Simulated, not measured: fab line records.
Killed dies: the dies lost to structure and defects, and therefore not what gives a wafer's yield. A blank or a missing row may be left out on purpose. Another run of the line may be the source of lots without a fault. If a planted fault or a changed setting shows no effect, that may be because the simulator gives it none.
fab line records	flow sky130
record lots=5	wafers=23
route steps=708 shown CONTACT@408 METAL1@435 METAL2@483 VIA2@507
start-h: hours from the record's first day to the start of the lot's first wafer shown	wait-h: hours from the lot's prior step to this one	" repeats the value in the row above	L1.1+2: one row covering several wafers at once	- no value present, or no start provided	* or withheld: withheld	< > ~ a bound
route shown NAME@n: NAME is a module with steps in the file, n the number in the route of the first one	usual: average and standard deviation across the fault-free wafers	same: alike in all rows	chamber/n: place in a boat	sites: each site's reading	_std_site: their standard deviation	_edge_site: outer sites' mean less inner sites'	radius-mm: for every site, how far away it sits from the centre of the wafer	mask NAME#n: copy n	behind: the most recent tool/chamber to have shaped the wafer	hold: why the lot went on hold/how many hours it stayed there/how the hold came to an end	device: whichever transistor did not switch (one of n, p or np)	end of line: tests of these same wafers at the route's end	for a step that has no rows: nothing shown but its recipe	killed: the dies lost at the first sort to structure and to defects; this is not the yield of the wafer	map: the dies of a wafer, with x for killed, . for not killed, _ for no die there
set.NAME: the setting the step ran with; set.NAME@STEP: the setting that earlier step ran with	model.NAME: the simulator's own value behind a step, which no gauge read
lots with deliberately changed settings; one table per step, one row per wafer
## steps
# step SKY_CONTACT_HDPCVD_02
# recipe material=SiO2	target-thk-nm=565	sigma-open-frac=0.3	time-s=94.2	temp-c=600	sih4-flow-sccm=60	pressure-mtorr=6
lot.wafer	tool	chamber	start-h	wait-h	set.sih4-flow-sccm	model.SiO2_of_CONTACT_HDPCVD_02.thk-nm
L074.1	hdpcvd-02	0	784.63	0.1	67.03	-
L074.2+3	"	2,1	"	"	60	-
L074.4	"	1	"	"	60	568.1
L074.5	"	0	"	"	67.03	635.5
L075.1	hdpcvd-02	2	785.76	0.1	60	552.3
L075.4	"	1	"	"	60	566.6
L075.5	"	0	"	"	60	563.8
L077.1	hdpcvd-01	2	787.60	0.1	62.68	586.5
L077.2	"	0	"	"	62.68	-
L077.4	"	0	"	"	60	562.9
L077.5	"	2	"	"	62.68	593.9
L077.6	"	1	"	"	60	-
L080.2+5	hdpcvd-02	1	793.69	0.0	60	-
L080.3	"	2	"	"	60	555.4
L080.4	"	0	"	"	52.52	-
L080.6	"	2	"	"	52.52	480.3
L084.1	hdpcvd-02	2	861.19	0.1	60	559.8
L084.2	"	0	"	"	67.45	-
L084.3	"	1	"	"	60	-
L084.5	"	1	"	"	67.45	645
L084.6	"	2	"	"	67.45	634.9
# step SKY_CONTACT_THK_MEAS_03
# recipe reads=SiO2_of_CONTACT_HDPCVD_02
# usual CONTACT_HDPCVD_THK=566/7.2
lot.wafer	tool	chamber	start-h	wait-h	set.sih4-flow-sccm@CONTACT_HDPCVD_02	CONTACT_HDPCVD_THK[nm]
L074.1	film-metro-02	-	784.70	0.0	67.03	637
L074.2	"	-	"	"	60	549
L074.3	"	-	"	"	60	574
L074.4	"	-	"	"	60	568
L074.5	"	-	"	"	67.03	635
L075.1	film-metro-03	-	785.83	0.0	60	551
L075.4	"	-	"	"	60	567
L075.5	"	-	"	"	60	563
L077.1	film-metro-01	-	787.67	0.0	62.68	587
L077.2	"	-	"	"	62.68	592
L077.4	"	-	"	"	60	563
L077.5	"	-	"	"	62.68	594
L077.6	"	-	"	"	60	563
L080.2	film-metro-01	-	793.77	0.0	60	578
L080.3	"	-	"	"	60	556
L080.4	"	-	"	"	52.52	495
L080.5	"	-	"	"	60	565
L080.6	"	-	"	"	52.52	480
L084.1	film-metro-02	-	861.26	0.0	60	560
L084.2	"	-	"	"	67.45	646
L084.3	"	-	"	"	60	578
L084.5	"	-	"	"	67.45	645
L084.6	"	-	"	"	67.45	634
# step SKY_CONTACT_CMP_04
# recipe material=SiO2	down-force-psi=4	platen-rpm=60	pad-velocity-m-s=0.94248
# usual time-to-endpoint-s=78/3.7
lot.wafer	tool	chamber	start-h	wait-h	set.sih4-flow-sccm@CONTACT_HDPCVD_02	time-to-endpoint-s
L074.4	cmp-01	2	784.76	0.0	60	80
L074.2	"	3	"	"	60	71
L074.1	"	0	"	"	67.03	102
L074.3	"	1	"	"	60	82
L074.5	"	2	"	"	67.03	104
L075.4	cmp-02	0	785.94	0.1	60	82
L075.1	"	1	"	"	60	68
L075.5	"	0	"	"	60	79
L077.4	cmp-02	1	787.78	0.1	60	72
L077.2	"	2	"	"	62.68	84
L077.1	"	3	"	"	62.68	85
L077.5	"	0	"	"	62.68	86
L077.6	"	1	"	"	60	74
L080.4	cmp-01	0	793.82	0.0	52.52	51
L080.3	"	1	"	"	60	77
L080.2	"	3	"	"	60	82
L080.6	"	0	"	"	52.52	45
L080.5	"	1	"	"	60	78
L084.3	cmp-02	2	861.60	0.3	60	82
L084.2	"	3	"	"	67.45	110
L084.1	"	0	"	"	60	77
L084.5	"	2	"	"	67.45	108
L084.6	"	3	"	"	67.45	107
# step SKY_METAL1_SPUTTER_01
# recipe material=TiN	target-thk-nm=20	power-w=6500	time-s=16.7	chamber-pressure-pa=0.4
lot.wafer	tool	chamber	start-h	wait-h	set.power-w	model.TiN_of_METAL1_SPUTTER_01.thk-nm
L074.1	pvd-sputter-03	-	811.45	0.0	6500	19.82
L074.2	"	-	"	"	6099	18.68
L074.3	"	-	"	"	6099	18.4
L074.4	"	-	"	"	6500	19.63
L074.5	"	-	"	"	6500	19.69
L075.1	pvd-sputter-01	-	812.50	0.0	6500	20.27
L075.4	"	-	"	"	6500	20.07
L075.5	"	-	"	"	6500	19.98
L077.1	pvd-sputter-03	-	814.75	0.0	6500	19.75
L077.2	"	-	"	"	5825	17.93
L077.4	"	-	"	"	6500	20.01
L077.5	"	-	"	"	6500	20.11
L077.6	"	-	"	"	5825	17.87
L080.2	pvd-sputter-04	-	820.91	0.0	6500	20.03
L080.3	"	-	"	"	6500	19.6
L080.4	"	-	"	"	5914	18.13
L080.5	"	-	"	"	5914	18.11
L080.6	"	-	"	"	6500	20.09
L084.1	pvd-sputter-03	-	889.53	0.0	6500	19.74
L084.2	"	-	"	"	5903	17.93
L084.3	"	-	"	"	5903	17.85
L084.5	"	-	"	"	6500	19.68
L084.6	"	-	"	"	6500	19.8
# step SKY_METAL1_SPUTTER_02
# recipe material=AlCu	target-thk-nm=250	power-w=10600	time-s=13.3	chamber-pressure-pa=0.4
lot.wafer	tool	chamber	start-h	wait-h	set.power-w	model.AlCu_of_METAL1_SPUTTER_02.thk-nm
L074.1	pvd-sputter-03	-	811.48	0.0	9914	237
L074.2	"	-	"	"	9914	234.5
L074.3	"	-	"	"	10600	251.7
L074.4	"	-	"	"	10600	250.1
L074.5	"	-	"	"	10600	249.3
L075.1	pvd-sputter-01	-	812.53	0.0	10600	251
L075.4	"	-	"	"	10600	251.1
L075.5	"	-	"	"	10600	249.3
L077.1	pvd-sputter-03	-	814.77	0.0	10600	248.9
L077.2	"	-	"	"	10600	249.1
L077.4	"	-	"	"	10600	252.7
L077.5	"	-	"	"	10600	249.9
L077.6	"	-	"	"	10600	250.8
L080.2	pvd-sputter-04	-	820.93	0.0	9562	225.1
L080.3	"	-	"	"	10600	248.1
L080.4	"	-	"	"	9562	224.6
L080.5	"	-	"	"	10600	247.5
L080.6	"	-	"	"	10600	248.9
L084.1	pvd-sputter-03	-	889.55	0.0	10600	251.2
L084.2	"	-	"	"	10600	247
L084.3	"	-	"	"	10600	251
L084.5	"	-	"	"	10600	248.2
L084.6	"	-	"	"	10600	249.1
# step SKY_METAL1_SPUTTER_03
# recipe material=Ti	target-thk-nm=5	power-w=3000	time-s=3.3	chamber-pressure-pa=0.4
# step SKY_METAL1_SPUTTER_04
# recipe material=TiN	target-thk-nm=70	power-w=6500	time-s=58.3	chamber-pressure-pa=0.4
# step SKY_METAL1_RS_MEAS_05
# recipe thk-meas-gauge=four-point-probe	reads=TiN_of_METAL1_SPUTTER_04+Ti_of_METAL1_SPUTTER_03+AlCu_of_METAL1_SPUTTER_02+TiN_of_METAL1_SPUTTER_01+Ti_of_METAL1_SPUTTER_00
# usual METAL1_ALCU_RS=0.1272/0.0015
lot.wafer	tool	chamber	start-h	wait-h	set.power-w@METAL1_SPUTTER_02	METAL1_ALCU_RS[ohm/sq]
L074.1	film-metro-02	-	811.57	0.0	9914	0.1340
L074.2	"	-	"	"	9914	0.1355
L074.3	"	-	"	"	10600	0.1259
L074.4	"	-	"	"	10600	0.1269
L074.5	"	-	"	"	10600	0.1268
L075.1	film-metro-04	-	812.62	0.0	10600	0.1261
L075.4	"	-	"	"	10600	0.1260
L075.5	"	-	"	"	10600	0.1270
L077.1	film-metro-04	-	814.90	0.1	10600	0.1274
L077.2	"	-	"	"	10600	0.1270
L077.4	"	-	"	"	10600	0.1255
L077.5	"	-	"	"	10600	0.1265
L077.6	"	-	"	"	10600	0.1262
L080.2	film-metro-02	-	821.05	0.0	9562	0.1415
L080.3	"	-	"	"	10600	0.1277
L080.4	"	-	"	"	9562	0.1417
L080.5	"	-	"	"	10600	0.1281
L080.6	"	-	"	"	10600	0.1276
L084.1	film-metro-02	-	889.64	0.0	10600	0.1263
L084.2	"	-	"	"	10600	0.1286
L084.3	"	-	"	"	10600	0.1265
L084.5	"	-	"	"	10600	0.1281
L084.6	"	-	"	"	10600	0.1275
# step SKY_METAL1_THK_MEAS_06
# recipe thk-meas-gauge=xrf	reads=AlCu_of_METAL1_SPUTTER_02
# usual METAL1_ALCU_THK=245/3
lot.wafer	tool	chamber	start-h	wait-h	set.power-w@METAL1_SPUTTER_02	METAL1_ALCU_THK[nm]
L074.1	film-metro-02	-	811.69	0.1	9914	234
L074.2	"	-	"	"	9914	229
L074.3	"	-	"	"	10600	247
L074.4	"	-	"	"	10600	245
L074.5	"	-	"	"	10600	245
L075.1	film-metro-04	-	812.74	0.1	10600	247
L075.4	"	-	"	"	10600	247
L075.5	"	-	"	"	10600	245
L077.1	film-metro-04	-	815.02	0.1	10600	245
L077.2	"	-	"	"	10600	245
L077.4	"	-	"	"	10600	248
L077.5	"	-	"	"	10600	245
L077.6	"	-	"	"	10600	248
L080.2	film-metro-02	-	821.16	0.1	9562	220
L080.3	"	-	"	"	10600	244
L080.4	"	-	"	"	9562	221
L080.5	"	-	"	"	10600	243
L080.6	"	-	"	"	10600	244
L084.1	film-metro-02	-	889.76	0.1	10600	247
L084.2	"	-	"	"	10600	240
L084.3	"	-	"	"	10600	246
L084.5	"	-	"	"	10600	242
L084.6	"	-	"	"	10600	245
# step SKY_METAL1_METAL_ETCH_19
# recipe target-depth-a=3600	stop-on=SiO2	over-etch-frac=0.3	time-s=78	chemistry=Cl2/BCl3	resist-sidewall-deg=88	pressure-mtorr=10	icp-w=900	bias-w=48.5	Cl2_flow_sccm=60	bcl3-flow-sccm=30
# usual oes-product-au=0.852/0.0052
lot.wafer	tool	chamber	start-h	wait-h	set.over-etch-frac	oes-product-au	model.KrF-thick_of_METAL1_COAT_10.thk-nm
L074.1	rie-metal-03	0	837.48	0.0	0.3	0.864	-
L074.2	"	1	"	"	0.213	0.896	-
L074.3	"	0	"	"	0.3	0.845	-
L074.4	"	1	"	"	0.3	0.861	165.9
L074.5	"	0	"	"	0.213	0.890	184.7
L075.1	rie-metal-02	1	838.52	0.0	0.3	0.856	165.5
L075.4	"	1	"	"	0.3	0.857	166.1
L075.5	"	0	"	"	0.3	0.847	164
L077.1	rie-metal-04	0	840.71	0.0	0.3	0.852	170.5
L077.2	"	1	"	"	0.2347	0.878	-
L077.4	"	0	"	"	0.3	0.850	169
L077.5	"	1	"	"	0.2347	0.871	181.6
L077.6	"	0	"	"	0.3	0.855	-
L080.2	rie-metal-04	1	847.11	0.0	0.2607	0.864	-
L080.3	"	0	"	"	0.2607	0.865	177.1
L080.4	"	1	"	"	0.3	0.847	-
L080.5	"	1	"	"	0.2607	0.863	-
L080.6	"	0	"	"	0.3	0.856	171.4
L084.1	rie-metal-03	1	914.58	0.0	0.3	0.851	170.4
L084.2	"	0	"	"	0.3	0.850	-
L084.3	"	1	"	"	0.3	0.850	-
L084.5	"	0	"	"	0.3	0.845	172.4
L084.6	"	1	"	"	0.3	0.857	170.3
# step SKY_METAL1_STRIP_20
# recipe chemistry=O2/N2	power-w=1400	pressure-mtorr=1500	platen-temp-c=withheld	o2-flow-sccm=3000	n2-flow-sccm=300	overash-fraction=0.5
# usual strip-time-to-endpoint-s=2.80/0.03
lot.wafer	tool	chamber	start-h	wait-h	set.over-etch-frac@METAL1_METAL_ETCH_19	strip-time-to-endpoint-s
L074.1	plasma-asher-04	1	837.57	0.1	0.3	2.81
L074.2	"	0	"	"	0.213	2.93
L074.3	"	0	"	"	0.3	2.80
L074.4	"	1	"	"	0.3	2.77
L074.5	"	0	"	"	0.213	2.99
L075.1	plasma-asher-04	1	838.61	0.1	0.3	2.76
L075.4	"	1	"	"	0.3	2.78
L075.5	"	1	"	"	0.3	2.74
L077.1	plasma-asher-04	0	840.80	0.1	0.3	2.81
L077.2	"	1	"	"	0.2347	2.94
L077.4	"	1	"	"	0.3	2.81
L077.5	"	0	"	"	0.2347	2.93
L077.6	"	1	"	"	0.3	2.84
L080.2	plasma-asher-04	1	847.20	0.1	0.2607	2.93
L080.3	"	0	"	"	0.2607	2.88
L080.4	"	1	"	"	0.3	2.83
L080.5	"	0	"	"	0.2607	2.92
L080.6	"	1	"	"	0.3	2.85
L084.1	plasma-asher-04	1	914.67	0.1	0.3	2.81
L084.2	"	0	"	"	0.3	2.83
L084.3	"	1	"	"	0.3	2.82
L084.5	"	0	"	"	0.3	2.84
L084.6	"	1	"	"	0.3	2.81
# step SKY_METAL2_SPUTTER_00
# recipe material=Ti	target-thk-nm=15	power-w=3000	time-s=10	chamber-pressure-pa=0.4
lot.wafer	tool	chamber	start-h	wait-h	set.time-s	model.Ti_of_METAL2_SPUTTER_00.thk-nm
L074.1+5	pvd-sputter-03	-	865.09	0.1	10	14.87
L074.2	"	-	"	"	10	14.86
L074.3	"	-	"	"	10	14.97
L074.4	"	-	"	"	10	14.88
L075.1	pvd-sputter-04	-	866.33	0.1	10	14.89
L075.4	"	-	"	"	10	14.73
L075.5	"	-	"	"	10	14.56
L077.1	pvd-sputter-03	-	868.07	0.2	10	14.91
L077.2	"	-	"	"	10	15.17
L077.4	"	-	"	"	10	14.98
L077.5	"	-	"	"	10	14.86
L077.6	"	-	"	"	10	15.06
L080.2	pvd-sputter-04	-	875.99	0.2	11.06	16.88
L080.3	"	-	"	"	10	14.86
L080.4	"	-	"	"	11.06	16.8
L080.5	"	-	"	"	10	15.2
L080.6	"	-	"	"	11.06	16.46
L084.1	pvd-sputter-02	-	940.96	0.2	11.45	17.33
L084.2	"	-	"	"	11.45	17.23
L084.3	"	-	"	"	10	14.72
L084.5	"	-	"	"	10	14.86
L084.6	"	-	"	"	10	15.04
# step SKY_METAL2_EXPOSE_12
# recipe mask-id=MM2	na=0.8	source-shape=annular	sigma-inner=0.55	sigma-outer=0.85	target-cd-nm=140	dose-mj=28
lot.wafer	tool	chamber	start-h	wait-h	mask	set.dose-mj
L074.1+2+3	krf-scanner-01	0	-	-	MM2#0	29.46
L074.4+5	"	0	"	"	MM2#0	28
L075.1+4+5	krf-scanner-02	0	-	-	MM2#0	28
L077.1+2+6	krf-scanner-01	0	-	-	MM2#0	27.19
L077.4+5	"	0	"	"	MM2#0	28
L080.2+3+4	krf-scanner-02	0	-	-	MM2#0	26.37
L080.5+6	"	0	"	"	MM2#0	28
L084.1+3+5	krf-scanner-01	0	-	-	MM2#0	29.51
L084.2+6	"	0	"	"	MM2#0	28
# step SKY_METAL2_PEB_13
# recipe peb-temp-c=withheld	peb-time-s=withheld	resist=KrF-thick
# step SKY_METAL2_DEVELOP_14
# recipe develop-time-s=60	resist=KrF-thick	dev-temp-c=21
# step SKY_METAL2_CD_MEAS_15
# recipe target-cd-nm=140
# usual cd-nm=140.1/1.2
lot.wafer	tool	chamber	start-h	wait-h	set.dose-mj@METAL2_EXPOSE_12	cd-nm
L074.1	cd-sem-02	-	891.48	-	29.46	128.9
L074.2	"	-	"	"	29.46	129.5
L074.3	"	-	"	"	29.46	128.4
L074.4	"	-	"	"	28	139.2
L074.5	"	-	"	"	28	139.1
L075.1	cd-sem-02	-	893.67	-	28	140.7
L075.4	"	-	"	"	28	141.2
L075.5	"	-	"	"	28	141.4
L077.1	cd-sem-01	-	895.08	-	27.19	146.8
L077.2	"	-	"	"	27.19	147.7
L077.4	"	-	"	"	28	140.8
L077.5	"	-	"	"	28	140.9
L077.6	"	-	"	"	27.19	145.6
L080.2	cd-sem-01	-	902.41	-	26.37	152.1
L080.3	"	-	"	"	26.37	150.5
L080.4	"	-	"	"	26.37	152.1
L080.5	"	-	"	"	28	138.8
L080.6	"	-	"	"	28	140.1
L084.1	cd-sem-01	-	965.58	-	29.51	131.7
L084.2	"	-	"	"	28	142.1
L084.3	"	-	"	"	29.51	133.1
L084.5	"	-	"	"	29.51	132.6
L084.6	"	-	"	"	28	141.2
# step SKY_METAL2_DESCUM_17
# recipe chemistry=O2	source-power-w=150	bias-power-w=0	pressure-mtorr=10	temp-c=40	time-s=8
lot.wafer	tool	chamber	start-h	wait-h	set.dose-mj@METAL2_EXPOSE_12	model.METAL2.cd-nm
L074.1	rie-metal-01	1	891.63	0.0	29.46	129.4
L074.2	"	0	"	"	29.46	130.1
L074.3	"	1	"	"	29.46	128.9
L074.4	"	0	"	"	28	140.2
L074.5	"	0	"	"	28	139.9
L075.1	rie-metal-03	0	893.83	0.0	28	140.4
L075.4	"	1	"	"	28	141.3
L075.5	"	0	"	"	28	141.7
L077.1	rie-metal-03	1	895.23	0.0	27.19	146.8
L077.2	"	0	"	"	27.19	147.5
L077.4	"	1	"	"	28	141.1
L077.5	"	0	"	"	28	141.3
L077.6	"	1	"	"	27.19	145.8
L080.2	rie-metal-03	0	902.54	0.0	26.37	152
L080.3	"	1	"	"	26.37	150.8
L080.4	"	0	"	"	26.37	151.6
L080.5	"	1	"	"	28	138.9
L080.6	"	0	"	"	28	140.4
L084.1	rie-metal-03	0	965.73	0.0	29.51	132
L084.2	"	1	"	"	28	142.2
L084.3	"	0	"	"	29.51	133.3
L084.5	"	1	"	"	29.51	132.7
L084.6	"	0	"	"	28	141.4
# step SKY_METAL2_ETCH_18
# recipe chemistry=N2/H2	target=BARC	ion-energy-ev=200	bias-w=102.4	pressure-mtorr=30	n2-flow-sccm=100	h2-flow-sccm=200	icp-w=500	stop-on=SiO2	time-s=45.9	target-depth-a=600
# step SKY_METAL2_METAL_ETCH_19
# recipe target-depth-a=3600	stop-on=SiO2	over-etch-frac=0.3	time-s=78	chemistry=Cl2/BCl3	resist-sidewall-deg=88	pressure-mtorr=10	icp-w=900	bias-w=48.5	Cl2_flow_sccm=60	bcl3-flow-sccm=30
lot.wafer	tool	chamber	start-h	wait-h	set.dose-mj@METAL2_EXPOSE_12	model.METAL2.cd-nm
L074.1	rie-metal-01	1	891.73	0.0	29.46	131.8
L074.2	"	0	"	"	29.46	132.3
L074.3	"	1	"	"	29.46	131.7
L074.4	"	0	"	"	28	142
L074.5	"	0	"	"	28	142.1
L075.1	rie-metal-03	0	893.92	0.0	28	137
L075.4	"	1	"	"	28	140.7
L075.5	"	0	"	"	28	139.2
L077.1	rie-metal-03	1	895.33	0.0	27.19	145.9
L077.2	"	0	"	"	27.19	146.7
L077.4	"	1	"	"	28	141.8
L077.5	"	0	"	"	28	140
L077.6	"	1	"	"	27.19	147
L080.2	rie-metal-03	0	902.64	0.0	26.37	148.4
L080.3	"	1	"	"	26.37	151
L080.4	"	0	"	"	26.37	147.7
L080.5	"	1	"	"	28	138.5
L080.6	"	0	"	"	28	137.3
L084.1	rie-metal-03	0	965.83	0.0	29.51	131.6
L084.2	"	1	"	"	28	141.7
L084.3	"	0	"	"	29.51	131.4
L084.5	"	1	"	"	29.51	133.5
L084.6	"	0	"	"	28	139.8
# step SKY_VIA2_HDPCVD_00
# recipe material=SiO2	target-thk-nm=1180	sigma-open-frac=0.3	time-s=196.7	temp-c=400	sih4-flow-sccm=60	pressure-mtorr=6
lot.wafer	tool	chamber	start-h	wait-h	set.time-s	model.SiO2_of_VIA2_HDPCVD_00.thk-nm
L074.1	hdpcvd-01	1	892.44	0.0	183.5	1094
L074.2	"	2	"	"	196.7	1167
L074.3	"	1	"	"	183.5	1105
L074.4	"	2	"	"	196.7	1173
L074.5	"	2	"	"	183.5	1097
L075.1	hdpcvd-01	2	894.65	0.0	196.7	1204
L075.4	"	1	"	"	196.7	1192
L075.5	"	1	"	"	196.7	1184
L077.1	hdpcvd-01	1	896.02	0.0	196.7	1163
L077.2	"	2	"	"	214.8	1271
L077.4	"	2	"	"	196.7	1177
L077.5	"	2	"	"	196.7	1167
L077.6	"	1	"	"	214.8	1283
L080.2	hdpcvd-02	2	903.32	0.0	196.7	1160
L080.3+5+6	"	0,1,0	"	"	196.7	-
L080.4	"	2	"	"	196.7	1159
L084.1	hdpcvd-01	2	966.52	0.0	223.9	1344
L084.2	"	1	"	"	196.7	1171
L084.3	"	0	"	"	196.7	1197
L084.5	"	2	"	"	223.9	1346
L084.6	"	0	"	"	223.9	1345
# step SKY_VIA2_THK_MEAS_01
# recipe reads=SiO2_of_VIA2_HDPCVD_00
# usual VIA2_HDPCVD_THK=1185/13
lot.wafer	tool	chamber	start-h	wait-h	set.time-s@VIA2_HDPCVD_00	VIA2_HDPCVD_THK[nm]
L074.1	film-metro-03	-	892.63	0.1	183.5	1094
L074.2	"	-	"	"	196.7	1167
L074.3	"	-	"	"	183.5	1106
L074.4	"	-	"	"	196.7	1173
L074.5	"	-	"	"	183.5	1097
L075.1	film-metro-03	-	894.88	0.2	196.7	1203
L075.4	"	-	"	"	196.7	1191
L075.5	"	-	"	"	196.7	1183
L077.1	film-metro-01	-	896.21	0.1	196.7	1162
L077.2	"	-	"	"	214.8	1271
L077.4	"	-	"	"	196.7	1178
L077.5	"	-	"	"	196.7	1167
L077.6	"	-	"	"	214.8	1283
L080.2	film-metro-03	-	903.46	0.1	196.7	1161
L080.3	"	-	"	"	196.7	1177
L080.4	"	-	"	"	196.7	1159
L080.5	"	-	"	"	196.7	1181
L080.6	"	-	"	"	196.7	1163
L084.1	film-metro-02	-	966.64	0.1	223.9	1343
L084.2	"	-	"	"	196.7	1171
L084.3	"	-	"	"	196.7	1198
L084.5	"	-	"	"	223.9	1346
L084.6	"	-	"	"	223.9	1344
## key
split step=SKY_CONTACT_HDPCVD_02	setting=sih4-flow-sccm	stated=60	by=wafer
response step=SKY_CONTACT_HDPCVD_02	reading=model.SiO2_of_CONTACT_HDPCVD_02.thk-nm	change=+6.13	per=1%	r=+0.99
response step=SKY_CONTACT_THK_MEAS_03	reading=CONTACT_HDPCVD_THK	change=+6.11	per=1%	r=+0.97
response step=SKY_CONTACT_CMP_04	reading=time-to-endpoint-s	change=*	per=1%	r=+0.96
split step=SKY_METAL1_SPUTTER_01	setting=power-w	stated=6500	by=wafer
response step=SKY_METAL1_SPUTTER_01	reading=model.TiN_of_METAL1_SPUTTER_01.thk-nm	change=+0.198	per=1%	r=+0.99
split step=SKY_METAL1_SPUTTER_02	setting=power-w	stated=10600	by=wafer
response step=SKY_METAL1_SPUTTER_02	reading=model.AlCu_of_METAL1_SPUTTER_02.thk-nm	change=+2.35	per=1%	r=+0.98
response step=SKY_METAL1_RS_MEAS_05	reading=METAL1_ALCU_RS	change=-0.00137	per=1%	r=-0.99
response step=SKY_METAL1_THK_MEAS_06	reading=METAL1_ALCU_THK	change=+2.3	per=1%	r=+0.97
split step=SKY_METAL1_METAL_ETCH_19	setting=over-etch-frac	stated=0.3	by=wafer
response step=SKY_METAL1_METAL_ETCH_19	reading=oes-product-au	change=-0.00115	per=1%	r=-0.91
response step=SKY_METAL1_METAL_ETCH_19	reading=model.KrF-thick_of_METAL1_COAT_10.thk-nm	change=-0.585	per=1%	r=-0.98
response step=SKY_METAL1_STRIP_20	reading=strip-time-to-endpoint-s	change=*	per=1%	r=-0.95
split step=SKY_METAL2_SPUTTER_00	setting=time-s	stated=10	by=wafer
response step=SKY_METAL2_SPUTTER_00	reading=model.Ti_of_METAL2_SPUTTER_00.thk-nm	change=+0.164	per=1%	r=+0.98
split step=SKY_METAL2_EXPOSE_12	setting=dose-mj	stated=28	by=wafer
response step=SKY_METAL2_CD_MEAS_15	reading=cd-nm	change=-1.93	per=1%	r=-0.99
response step=SKY_METAL2_DESCUM_17	reading=model.METAL2.cd-nm	change=-1.92	per=1%	r=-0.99
response step=SKY_METAL2_METAL_ETCH_19	reading=model.METAL2.cd-nm	change=-1.83	per=1%	r=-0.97
split step=SKY_VIA2_HDPCVD_00	setting=time-s	stated=196.7	by=wafer
response step=SKY_VIA2_HDPCVD_00	reading=model.SiO2_of_VIA2_HDPCVD_00.thk-nm	change=+11.5	per=1%	r=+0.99
response step=SKY_VIA2_THK_MEAS_01	reading=VIA2_HDPCVD_THK	change=+11.5	per=1%	r=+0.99
